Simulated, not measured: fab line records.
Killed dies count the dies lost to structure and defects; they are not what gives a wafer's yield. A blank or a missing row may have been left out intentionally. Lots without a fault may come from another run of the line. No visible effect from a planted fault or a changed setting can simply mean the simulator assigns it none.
fab line records	flow sky130
[record] lots = 7	wafers = 21	last-day = 49
route steps=708 shown VIA2@521 METAL3@532 PAD_OPEN@708
lots untouched by any fault: they come from a run of this same line in which no faults occurred
start-h: start of the lot's first displayed wafer, in hours after the record's first day	wait-h: how many hours have passed since the lot's step before this one	" the same as in the row above	L1.1+2: one row covering several wafers at once	- either no value or no given start	* or withheld: withheld	< > ~ a bound
route shown NAME@n: a module of which the file shows steps, and the number in the route of the first	usual: mean and standard deviation over wafers with no fault	same: alike in all rows	chamber/n: place in a boat	sites: readings site by site	_std_site: their standard deviation	_edge_site: outer sites' mean less inner sites'	radius-mm: for every site, how far away it sits from the centre of the wafer	mask NAME#n: copy n	behind: tool/chamber where the wafer was last shaped	hold: the reason the lot was held/the length of the hold in hours/how it ended	device: the transistor (n, p or np) that didn't switch	end of line: the tests these same wafers got at the end of their route	a step with no rows: only its recipe	killed: dies lost to structure and defects at the first sort, not the wafer's yield	map: dies across one wafer; x = killed, . = not, _ = none there
set.NAME: the setting that was run; set.NAME@STEP: the one run at that earlier step	model.NAME: the simulator's own value behind a step, which no gauge read
lots at some steps of the route; a table a step, a row a wafer
services: the hour from which a tool's chamber was out of use, counted from the record's first day as start-h (under 0 if before that day), plus the number of hours and why
[[steps]]
[step SKY_VIA2_ETCH_14]
[recipe] chemistry = N2/H2	target = BARC	ion-energy-ev = 200	source-w = 500	bias-w = 100	pressure-mtorr = 30	n2-flow-sccm = 100	h2-flow-sccm = 200	stop-on = SiO2	time-s = 45.9	target-depth-a = 600
[step SKY_VIA2_ETCH_15]
[recipe] target = SiO2	chemistry = C4F8/O2/Ar	target-depth-nm = 546	stop-on = TiN	mask-material = KrF-thick	source-w = 1500	bias-w = 1200	pressure-mtorr = 40	c4f8-flow-sccm = withheld	O2_flow_sccm = 6	Ar_flow_sccm = 300	time-s = 84
[step SKY_VIA2_STRIP_16]
[recipe] chemistry = O2/N2	power-w = 1400	pressure-mtorr = 1500	platen-temp-c = withheld	o2-flow-sccm = 3000	n2-flow-sccm = 300	overash-fraction = 0.5
[usual] drypump-motor-current-A = 5.5/0.37	oes-product-au = 0.399/0.0053	strip-time-to-endpoint-s = 4.05/0.033
lot.wafer	tool	chamber	start-h	wait-h	drypump-motor-current-A	oes-product-au	rf-hours-counter-h	strip-time-to-endpoint-s
L942.4	plasma-asher-01	0	874.31	0.1	5.7	0.400	-	4.02
L942.5	"	1	"	"	4.9	0.403	-	4.07
L942.6	"	0	"	"	5.7	0.403	-	4.03
L943.2	plasma-asher-01	0	882.31	0.0	5.7	0.391	44	4.05
L943.4	"	1	"	"	5.0	0.398	-	4.06
L943.5	"	0	"	"	5.7	0.404	-	4.09
L951.3	plasma-asher-01	0	938.56	0.1	5.7	0.396	-	4.06
L951.5	"	0	"	"	5.7	0.388	-	4.05
L951.6	"	1	"	"	5.0	0.397	-	4.07
L952.1	plasma-asher-01	0	943.76	0.0	5.7	0.401	51	4.10
L952.2	"	1	"	"	5.0	0.401	51	4.05
L952.3	"	0	"	"	5.7	0.403	-	4.04
L953.2	plasma-asher-02	1	948.13	0.0	5.8	0.398	22	4.08
L953.3	"	1	"	"	5.8	0.401	-	4.08
L953.4	"	0	"	"	5.7	0.401	-	4.04
L956.2	plasma-asher-03	1	965.17	0.0	5.1	0.398	79	4.02
L956.4	"	1	"	"	5.1	0.402	-	4.10
L956.6	"	1	"	"	5.1	0.398	-	4.00
L957.1	plasma-asher-02	1	977.13	0.0	5.8	0.386	25	3.95
L957.5	"	0	"	"	5.7	0.403	-	4.02
L957.6	"	1	"	"	5.8	0.384	-	4.00
[step SKY_VIA2_STRIP_17]
[recipe] chemistry = post-etch-residue-remover	time-s = 1200	temp-c = 72.5
[step SKY_VIA2_CLEAN_18]
[recipe] chemistry = IPA	time-s = 180	temp-c = 25
[step SKY_VIA2_CLEAN_19]
[recipe] chemistry = O3/DIW	dry = n2-spin
[step SKY_VIA2_SPUTTER_20]
[recipe] material = TiN	target-thk-nm = 20	chamber-pressure-pa = 5	power-w = 4000	time-s = 80
[usual] cathode-dc-power-W = 4000.0/0.76	chamber-pressure-pa = 5.000/0.009	throttle-valve-pct = 30.0/1.2
lot.wafer	tool	chamber	start-h	wait-h	cathode-dc-power-W	chamber-pressure-pa	throttle-valve-pct
L942.4	pvd-sputter-01	-	874.88	0.0	4000.1	4.998	31.0
L942.5	"	-	"	"	4000.0	5.011	31.4
L942.6	"	-	"	"	3999.9	5.014	31.3
L943.2	pvd-sputter-01	-	882.91	0.0	3999.7	5.001	29.4
L943.4	"	-	"	"	3999.2	5.004	31.2
L943.5	"	-	"	"	3999.4	4.992	29.2
L951.3	pvd-sputter-01	-	939.16	0.0	3998.7	4.991	29.0
L951.5	"	-	"	"	3998.9	5.011	31.0
L951.6	"	-	"	"	4000.5	4.998	29.5
L952.1	pvd-sputter-02	-	944.36	0.0	3998.7	5.002	32.0
L952.2	"	-	"	"	4001.6	4.994	30.3
L952.3	"	-	"	"	4000.2	5.008	28.4
L953.2	pvd-sputter-01	-	948.72	0.0	4000.4	4.993	31.0
L953.3	"	-	"	"	4000.6	5.005	29.8
L953.4	"	-	"	"	3998.6	4.983	29.0
L956.2	pvd-sputter-01	-	965.80	0.0	4000.4	4.998	30.9
L956.4	"	-	"	"	3999.9	4.989	29.1
L956.6	"	-	"	"	4001.3	5.008	31.0
L957.1	pvd-sputter-04	-	977.73	0.0	4001.5	5.012	29.0
L957.5	"	-	"	"	4000.9	5.003	27.6
L957.6	"	-	"	"	3999.6	5.011	30.4
[step SKY_VIA2_CVD_21]
[recipe] material = W	target-thk-nm = 420	time-s = 126.4	temp-c = 400	pressure-torr = 40
[step SKY_VIA2_RS_MEAS_22]
[recipe] thk-meas-gauge = four-point-probe	reads = W_of_VIA2_CVD_21+TiN_of_VIA2_SPUTTER_20
[usual] VIA2_W_RS = 0.273/0.0033
lot.wafer	tool	chamber	start-h	wait-h	VIA2_W_RS[ohm/sq]
L942.4	film-metro-03	-	875.26	0.1	0.271
L942.5	"	-	"	"	0.273
L942.6	"	-	"	"	0.276
L943.2	film-metro-03	-	883.12	0.1	0.273
L943.4	"	-	"	"	0.273
L943.5	"	-	"	"	0.272
L951.3	film-metro-04	-	939.39	0.1	0.271
L951.5	"	-	"	"	0.270
L951.6	"	-	"	"	0.274
L952.1	film-metro-01	-	944.55	0.1	0.272
L952.2	"	-	"	"	0.276
L952.3	"	-	"	"	0.270
L953.2	film-metro-04	-	948.93	0.1	0.277
L953.3	"	-	"	"	0.281
L953.4	"	-	"	"	0.272
L956.2	film-metro-04	-	966.01	0.1	0.278
L956.4	"	-	"	"	0.276
L956.6	"	-	"	"	0.277
L957.1	film-metro-01	-	977.92	0.1	0.274
L957.5	"	-	"	"	0.269
L957.6	"	-	"	"	0.275
[step SKY_VIA2_THK_MEAS_23]
[recipe] thk-meas-gauge = xrf	reads = W_of_VIA2_CVD_21
[usual] VIA2_W_THK = 412/6.8
lot.wafer	tool	chamber	start-h	wait-h	VIA2_W_THK[nm]
L942.4	film-metro-03	-	875.35	0.1	411
L942.5	"	-	"	"	407
L942.6	"	-	"	"	402
L943.2	film-metro-03	-	883.23	0.1	409
L943.4	"	-	"	"	409
L943.5	"	-	"	"	409
L951.3	film-metro-04	-	939.49	0.1	417
L951.5	"	-	"	"	421
L951.6	"	-	"	"	418
L952.1	film-metro-01	-	944.67	0.1	407
L952.2	"	-	"	"	396
L952.3	"	-	"	"	407
L953.2	film-metro-04	-	949.04	0.1	412
L953.3	"	-	"	"	407
L953.4	"	-	"	"	417
L956.2	film-metro-04	-	966.12	0.1	409
L956.4	"	-	"	"	414
L956.6	"	-	"	"	409
L957.1	film-metro-01	-	978.04	0.1	409
L957.5	"	-	"	"	418
L957.6	"	-	"	"	406
[step SKY_VIA2_CMP_24]
[recipe] stop-on = SiO2	t-overpolish-s = 20	down-force-psi = 3.5	platen-rpm = 60	target-thk-nm = 0	pad-velocity-m-s = 0.94248
[usual] motor-current-A = 11.4/1.6	overpolish-run-s = 20.000/0.0094	time-to-endpoint-s = 102/5.9
lot.wafer	tool	chamber	start-h	wait-h	motor-current-A	overpolish-run-s	time-to-endpoint-s
L942.4	cmp-01	0	875.53	0.2	12.8	19.989	104
L942.6	"	1	"	"	10.9	20.004	102
L942.5	"	2	"	"	10.8	19.982	98
L943.2	cmp-02	1	883.38	0.1	8.3	19.994	109
L943.4	"	2	"	"	11.1	20.005	103
L943.5	"	3	"	"	14.4	20.006	103
L951.3	cmp-02	2	939.58	0.1	12.0	20.016	101
L951.6	"	1	"	"	8.8	19.999	109
L951.5	"	2	"	"	11.9	20.008	102
L952.1	cmp-01	0	944.73	0.1	12.8	20.009	96
L952.3	"	2	"	"	10.4	19.991	98
L952.2	"	3	"	"	11.7	20.017	94
L953.4	cmp-01	0	949.09	0.0	12.0	19.984	94
L953.2	"	2	"	"	10.5	20.003	92
L953.3	"	3	"	"	12.5	19.991	88
L956.2	cmp-01	1	966.22	0.1	10.6	19.987	98
L956.4	"	3	"	"	12.2	19.996	98
L956.6	"	1	"	"	10.2	20.018	97
L957.1	cmp-01	3	978.25	0.2	11.0	19.999	97
L957.6	"	0	"	"	12.5	19.999	99
L957.5	"	1	"	"	10.8	20.010	101
[step SKY_METAL3_SPUTTER_00]
[recipe] material = Ti	target-thk-nm = 15	power-w = 3000	time-s = 10	chamber-pressure-pa = 0.4
[usual] cathode-dc-power-W = 3000.0/0.51	chamber-pressure-pa = 0.4000/0.00079	throttle-valve-pct = 29.9/1.1
lot.wafer	tool	chamber	start-h	wait-h	cathode-dc-power-W	chamber-pressure-pa	throttle-valve-pct
L942.4	pvd-sputter-02	-	875.68	0.1	2999.7	0.4005	30.3
L942.5	"	-	"	"	2999.8	0.3987	32.1
L942.6	"	-	"	"	3001.1	0.4007	28.4
L943.2	pvd-sputter-03	-	883.58	0.1	3000.2	0.4007	29.5
L943.4	"	-	"	"	3000.0	0.3997	29.7
L943.5	"	-	"	"	3000.4	0.4000	29.5
L951.3	pvd-sputter-03	-	939.83	0.2	3000.3	0.4008	27.7
L951.5	"	-	"	"	3000.1	0.4002	27.7
L951.6	"	-	"	"	3000.1	0.4004	29.8
L952.1	pvd-sputter-03	-	945.03	0.2	2999.4	0.3996	29.5
L952.2	"	-	"	"	3000.6	0.4013	30.1
L952.3	"	-	"	"	2999.7	0.4005	29.6
L953.2	pvd-sputter-03	-	949.39	0.1	3000.1	0.4003	29.6
L953.3	"	-	"	"	2999.6	0.4004	27.6
L953.4	"	-	"	"	3000.4	0.3986	30.4
L956.2	pvd-sputter-02	-	966.47	0.2	3000.2	0.4005	30.2
L956.4	"	-	"	"	3000.3	0.3991	30.8
L956.6	"	-	"	"	3000.5	0.4001	30.5
L957.1	pvd-sputter-03	-	978.40	0.1	3000.8	0.4002	30.3
L957.5	"	-	"	"	2999.6	0.4005	29.4
L957.6	"	-	"	"	2999.7	0.3996	30.0
[step SKY_METAL3_SPUTTER_01]
[recipe] material = TiN	target-thk-nm = 20	power-w = 6500	time-s = 16.7	chamber-pressure-pa = 0.4
[usual] cathode-dc-power-W = 6500.2/1.2	chamber-pressure-pa = 0.4000/0.00084	throttle-valve-pct = 29.9/1.1
lot.wafer	tool	chamber	start-h	wait-h	cathode-dc-power-W	chamber-pressure-pa	throttle-valve-pct
L942.4	pvd-sputter-02	-	875.70	0.0	6500.7	0.3999	30.3
L942.5	"	-	"	"	6502.2	0.3986	32.2
L942.6	"	-	"	"	6498.8	0.4004	28.5
L943.2	pvd-sputter-03	-	883.60	0.0	6499.6	0.4011	29.2
L943.4	"	-	"	"	6501.1	0.4002	29.5
L943.5	"	-	"	"	6499.5	0.4010	29.4
L951.3	pvd-sputter-03	-	939.86	0.0	-	-	-
L951.5	"	-	"	"	-	-	-
L951.6	"	-	"	"	-	-	-
L952.1	pvd-sputter-03	-	945.05	0.0	-	-	-
L952.2	"	-	"	"	-	-	-
L952.3	"	-	"	"	-	-	-
L953.2	pvd-sputter-03	-	949.42	0.0	-	-	-
L953.3	"	-	"	"	-	-	-
L953.4	"	-	"	"	-	-	-
L956.2	pvd-sputter-02	-	966.49	0.0	6500.2	0.3990	30.3
L956.4	"	-	"	"	6501.6	0.4014	30.8
L956.6	"	-	"	"	6500.3	0.4000	30.3
L957.1	pvd-sputter-03	-	978.42	0.0	6501.8	0.3996	30.3
L957.5	"	-	"	"	6499.0	0.3996	29.4
L957.6	"	-	"	"	6499.7	0.4007	30.2
[step SKY_METAL3_SPUTTER_02]
[recipe] material = AlCu	target-thk-nm = 735	power-w = 10600	time-s = 39.1	chamber-pressure-pa = 0.4
[usual] cathode-dc-power-W = 10600/2	chamber-pressure-pa = 0.4001/0.00092	throttle-valve-pct = 29.9/1.1
lot.wafer	tool	chamber	start-h	wait-h	cathode-dc-power-W	chamber-pressure-pa	throttle-valve-pct
L942.4	pvd-sputter-02	-	875.73	0.0	10602	0.3998	30.4
L942.5	"	-	"	"	10599	0.4003	32.0
L942.6	"	-	"	"	10596	0.4014	28.6
L943.2	pvd-sputter-03	-	883.62	0.0	10598	0.3996	29.6
L943.4	"	-	"	"	10600	0.4018	29.7
L943.5	"	-	"	"	10602	0.3999	29.4
L951.3	pvd-sputter-03	-	939.88	0.0	10599	0.3999	27.7
L951.5	"	-	"	"	10599	0.3984	27.6
L951.6	"	-	"	"	10600	0.3997	29.8
L952.1	pvd-sputter-03	-	945.07	0.0	10601	0.4001	29.4
L952.2	"	-	"	"	10601	0.4004	30.3
L952.3	"	-	"	"	10598	0.4000	29.8
L953.2	pvd-sputter-03	-	949.44	0.0	10600	0.3996	29.6
L953.3	"	-	"	"	10597	0.4006	27.7
L953.4	"	-	"	"	10596	0.3989	30.3
L956.2	pvd-sputter-02	-	966.52	0.0	10600	0.3999	30.3
L956.4	"	-	"	"	10598	0.4006	30.9
L956.6	"	-	"	"	10600	0.3991	30.6
L957.1	pvd-sputter-03	-	978.45	0.0	10601	0.4006	30.0
L957.5	"	-	"	"	10599	0.4003	29.4
L957.6	"	-	"	"	10597	0.4004	30.0
[step SKY_PAD_OPEN_PROBE_99]
[usual] defect-limited-yield = 82.5/1.9	killed_at_M0_to_M3 = 43/6.6	killed_at_M4_up = 3.0/1.8	killed-at-contacts = 24/5.1	killed-at-front-end = 16/4.5	killed-at-other = 0.3/0.67	killed-dies = 86/9.3	killed-open = 47/6.9	killed-short = 39/6.6	sort_bin_3_pad_short = 0.9/0.41	sort_bin_5_function = 10.4/1.4	sort_bin_6_memory = 6.2/1.1	sort-n-pass = 406/9.3	sort-yield-pct = 82.5/1.9
[same] gross-dies = 492	killed-at-back-side = 0	sort_bin_4_leakage[%] = 0	sort_bin_8_speed[%] = 0
lot.wafer	tool	chamber	start-h	wait-h	defect-limited-yield[%]	killed_at_M0_to_M3	killed_at_M4_up	killed-at-contacts	killed-at-front-end	killed-at-other	killed-dies	killed-open	killed-short	sort_bin_3_pad_short[%]	sort_bin_5_function[%]	sort_bin_6_memory[%]	sort-n-pass	sort-yield-pct[%]	model.etest.met3.rs-ohm-sq
L942.5	prober-01	-	1095.59	0.2	80.7	41	4	33	16	1	95	45	49	1.2	11.2	6.9	397	80.7	0.0433
L942.6	prober-01	-	1095.64	0.2	82.7	46	1	23	14	1	85	44	40	0.8	11.4	5.1	407	82.7	0.04188
L943.2	prober-02	-	1103.67	0.1	85.0	37	5	24	8	0	74	40	34	0.4	9.6	5.1	418	85.0	0.04263
L943.4	prober-02	-	1103.77	0.2	81.1	45	4	20	22	2	93	51	40	1.6	9.3	7.9	399	81.1	0.04266
L943.5	prober-02	-	1103.82	0.2	82.5	42	4	20	18	2	86	52	29	1.2	9.1	7.1	406	82.5	0.04296
L951.3	prober-02	-	1147.99	0.2	82.7	44	1	33	7	0	85	49	36	1.4	10.4	5.5	407	82.7	0.04423
L951.5	prober-02	-	1148.09	0.2	82.5	44	1	28	13	0	86	48	38	0.8	9.1	7.5	406	82.5	0.04369
L951.6	prober-02	-	1148.14	0.2	82.5	49	2	20	15	0	86	54	32	0.8	11.4	5.3	406	82.5	0.04375
L952.1	prober-01	-	1149.39	0.1	81.9	45	3	22	19	0	89	44	45	0.4	9.3	8.3	403	81.9	0.04373
L952.2	prober-01	-	1149.44	0.1	83.1	41	0	21	21	0	83	42	41	0.4	10.0	6.5	409	83.1	0.04337
L952.3	prober-01	-	1149.49	0.2	82.1	42	4	30	12	0	88	57	31	1.0	11.0	5.9	404	82.1	0.04382
L953.2	prober-02	-	1152.49	0.1	84.3	30	4	24	19	0	77	40	37	1.4	7.9	6.3	415	84.3	0.04396
L953.3	prober-02	-	1152.54	0.2	83.9	43	6	19	11	0	79	38	40	0.8	10.0	5.3	413	83.9	0.0437
L953.4	prober-02	-	1152.59	0.2	84.3	33	5	28	11	0	77	39	37	1.0	8.7	5.9	415	84.3	0.0433
L956.2	prober-01	-	1167.09	0.1	84.1	36	1	17	23	1	78	43	34	0.6	9.6	5.7	414	84.1	0.04278
L956.4	prober-01	-	1167.19	0.2	79.7	38	3	33	26	0	100	51	48	1.0	12.0	7.3	392	79.7	0.04388
L956.6	prober-01	-	1167.29	0.2	81.1	49	3	14	25	2	93	50	40	0.4	12.8	5.7	399	81.1	0.04246
L957.1	prober-02	-	1174.98	0.1	81.7	38	1	27	22	2	90	49	41	1.0	11.2	6.1	402	81.7	0.0421
L957.5	prober-02	-	1175.18	0.2	82.1	48	5	21	14	0	88	52	36	0.6	8.9	8.3	404	82.1	0.04229
L957.6	prober-02	-	1175.23	0.2	79.3	55	2	25	20	0	102	59	42	1.0	12.2	7.5	390	79.3	0.04241
// killed by level:class
L942.5 CONTACT:geometric-particle:open=12 POLY_GATE:geometric-particle:short=10 LOCAL_INTERCONNECT:geometric-particle:short=8 VIA1:geometric-particle:open=8 LI_CONTACT:geometric-particle:open=7 METAL1:geometric-particle:short=7 VIA3:geometric-particle:open=6 METAL2:geometric-particle:short=5
L942.6 VIA1:geometric-particle:open=12 VIA2:geometric-particle:open=8 CONTACT:geometric-particle:open=8 VIA1:geometric-particle:short=7 CONTACT:geometric-particle:short=7 VIA3:geometric-particle:open=7 LOCAL_INTERCONNECT:geometric-particle:short=6 FIELD_ISO:geometric-particle:short=5
L943.2 VIA1:geometric-particle:open=9 LOCAL_INTERCONNECT:geometric-particle:short=8 LI_CONTACT:geometric-particle:open=6 VIA2:geometric-particle:open=6 CONTACT:geometric-particle:open=5 METAL3:geometric-particle:short=5 VIA2:geometric-particle:short=4 VIA3:geometric-particle:open=4
L943.4 VIA1:geometric-particle:open=11 CONTACT:geometric-particle:open=9 METAL2:geometric-particle:short=9 POLY_GATE:geometric-particle:open=8 VIA2:geometric-particle:open=8 POLY_GATE:geometric-particle:short=7 FIELD_ISO:geometric-particle:open=5 CONTACT:geometric-particle:short=5
L943.5 CONTACT:geometric-particle:open=9 VIA1:geometric-particle:open=8 VIA2:geometric-particle:open=8 FIELD_ISO:geometric-particle:open=6 METAL1:geometric-particle:short=6 VIA3:geometric-particle:open=6 POLY_GATE:geometric-particle:short=5 POLY_GATE:geometric-particle:open=4
L951.3 CONTACT:geometric-particle:open=18 VIA1:geometric-particle:open=15 METAL2:geometric-particle:short=6 LOCAL_INTERCONNECT:geometric-particle:short=5 CONTACT:geometric-particle:short=5 VIA2:geometric-particle:short=5 LI_CONTACT:geometric-particle:open=4 VIA2:geometric-particle:open=4
L951.5 VIA1:geometric-particle:open=12 CONTACT:geometric-particle:open=11 METAL1:geometric-particle:short=9 VIA3:geometric-particle:open=8 LI_CONTACT:geometric-particle:open=7 FIELD_ISO:geometric-particle:open=5 LI_CONTACT:geometric-particle:short=5 CONTACT:geometric-particle:short=5
L951.6 VIA1:geometric-particle:open=10 CONTACT:geometric-particle:open=9 VIA3:geometric-particle:open=9 VIA1:geometric-particle:short=6 LI_CONTACT:geometric-particle:open=5 METAL2:geometric-particle:short=5 VIA2:geometric-particle:open=5 FIELD_ISO:geometric-particle:open=3
L952.1 CONTACT:geometric-particle:open=8 VIA3:geometric-particle:open=8 FIELD_ISO:geometric-particle:short=7 VIA2:geometric-particle:short=7 VIA1:geometric-particle:open=6 METAL2:geometric-particle:short=6 LI_CONTACT:geometric-particle:open=5 FIELD_ISO:geometric-particle:open=4
L952.2 VIA2:geometric-particle:open=9 FIELD_ISO:geometric-particle:short=7 VIA1:geometric-particle:open=7 CONTACT:geometric-particle:open=6 VIA3:geometric-particle:open=6 CONTACT:geometric-particle:short=5 METAL2:geometric-particle:short=5 POLY_GATE:geometric-particle:short=4
L952.3 VIA1:geometric-particle:open=13 LI_CONTACT:geometric-particle:open=12 CONTACT:geometric-particle:open=10 VIA2:geometric-particle:open=6 VIA3:geometric-particle:open=6 CONTACT:geometric-particle:short=5 METAL1:geometric-particle:short=4 FIELD_ISO:geometric-particle:open=3
L953.2 CONTACT:geometric-particle:open=10 LI_CONTACT:geometric-particle:open=7 FIELD_ISO:geometric-particle:open=6 VIA1:geometric-particle:open=5 METAL1:geometric-particle:short=5 VIA1:geometric-particle:short=5 METAL2:geometric-particle:short=5 VIA2:geometric-particle:open=5
L953.3 CONTACT:geometric-particle:open=8 VIA1:geometric-particle:short=7 METAL1:geometric-particle:short=6 VIA2:geometric-particle:open=6 METAL4:geometric-particle:short=6 LI_CONTACT:geometric-particle:open=5 METAL2:geometric-particle:short=5 VIA1:geometric-particle:open=5
L953.4 CONTACT:geometric-particle:open=13 VIA1:geometric-particle:open=6 VIA3:geometric-particle:open=6 FIELD_ISO:geometric-particle:short=5 CONTACT:geometric-particle:short=5 METAL1:geometric-particle:short=5 LI_CONTACT:geometric-particle:short=4 LI_CONTACT:geometric-particle:open=4
L956.2 VIA1:geometric-particle:open=10 LI_CONTACT:geometric-particle:open=6 VIA2:geometric-particle:short=6 FIELD_ISO:geometric-particle:open=4 POLY_GATE:geometric-particle:short=4 POLY_GATE:geometric-particle:open=4 VIA3:geometric-particle:open=4 METAL1:geometric-particle:short=4
L956.4 VIA1:geometric-particle:open=11 POLY_GATE:geometric-particle:open=10 CONTACT:geometric-particle:open=9 LOCAL_INTERCONNECT:geometric-particle:short=8 LI_CONTACT:geometric-particle:open=6 POLY_GATE:geometric-particle:short=5 LI_CONTACT:geometric-particle:short=5 VIA2:geometric-particle:open=5
L956.6 VIA1:geometric-particle:open=14 FIELD_ISO:geometric-particle:short=7 VIA3:geometric-particle:open=7 FIELD_ISO:geometric-particle:open=6 VIA1:geometric-particle:short=6 VIA2:geometric-particle:open=5 POLY_GATE:geometric-particle:short=4 POLY_GATE:geometric-particle:open=4
L957.1 LI_CONTACT:geometric-particle:open=10 CONTACT:geometric-particle:open=8 FIELD_ISO:geometric-particle:open=7 FIELD_ISO:geometric-particle:short=7 VIA1:geometric-particle:open=7 LOCAL_INTERCONNECT:geometric-particle:short=5 VIA1:geometric-particle:short=5 VIA2:geometric-particle:open=5
L957.5 VIA1:geometric-particle:open=11 VIA3:geometric-particle:open=8 VIA2:geometric-particle:open=8 POLY_GATE:geometric-particle:open=5 LI_CONTACT:geometric-particle:open=5 CONTACT:geometric-particle:open=5 METAL2:geometric-particle:short=5 LOCAL_INTERCONNECT:geometric-particle:short=4
L957.6 VIA1:geometric-particle:open=13 METAL2:geometric-particle:short=12 CONTACT:geometric-particle:open=10 LI_CONTACT:geometric-particle:open=7 VIA2:geometric-particle:open=7 VIA3:geometric-particle:open=6 FIELD_ISO:geometric-particle:open=5 VIA1:geometric-particle:short=5
[[services]]
tool	chamber	start-h	hours	kind
cmp-02	-	861.57	3.0	pm
cmp-01	-	879.41	0.2	repair
pvd-sputter-01	-	880.90	1.8	repair
cmp-01	-	881.21	0.3	repair
pvd-sputter-04	-	885.90	6.6	repair
cmp-01	-	891.57	0.3	repair
pvd-sputter-01	-	893.30	2.2	repair
pvd-sputter-02	-	897.00	0.5	repair
plasma-asher-03	-	899.60	15.6	pm
cmp-02	-	912.29	4.0	pm
pvd-sputter-02	3	915.11	-	consumable-replace:kit
pvd-sputter-02	3	915.11	18.0	scheduled-down
pvd-sputter-02	3	915.11	18.0	vent-cycle
cmp-02	-	916.29	-	consumable-replace:conditioner
cmp-02	-	916.29	-	consumable-replace:pad
plasma-asher-03	-	921.94	0.9	repair
cmp-01	-	923.52	2.9	repair
plasma-asher-03	-	925.26	8.4	repair
pvd-sputter-02	-	935.76	6.9	repair
cmp-02	-	951.09	0.5	repair
pvd-sputter-02	-	952.41	2.5	repair
pvd-sputter-04	0	958.13	-	consumable-replace:kit
cmp-02	-	962.98	4.2	repair
pvd-sputter-04	-	964.62	3.7	repair
[[key]]
[first-sign] step = SKY_METAL3_SPUTTER_01	reading = tool-record	direction = missing
effect none on later readings
[model-effect] step = SKY_PAD_OPEN_PROBE_99	value = etest.met3.rs-ohm-sq	without = 0.0419	struck = 0.04373
met-at SKY_METAL3_SPUTTER_01
struck-wafers L951.3,L951.5,L951.6,L952.1,L952.2,L952.3,L953.2,L953.3,L953.4
onset-between 883.60 939.86
[fault] kind = skipped-step-whole	tool = pvd-sputter-03	chamber = -	onset-h = 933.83	steps = SKY_METAL3_SPUTTER_01	scope = struck-lots-only
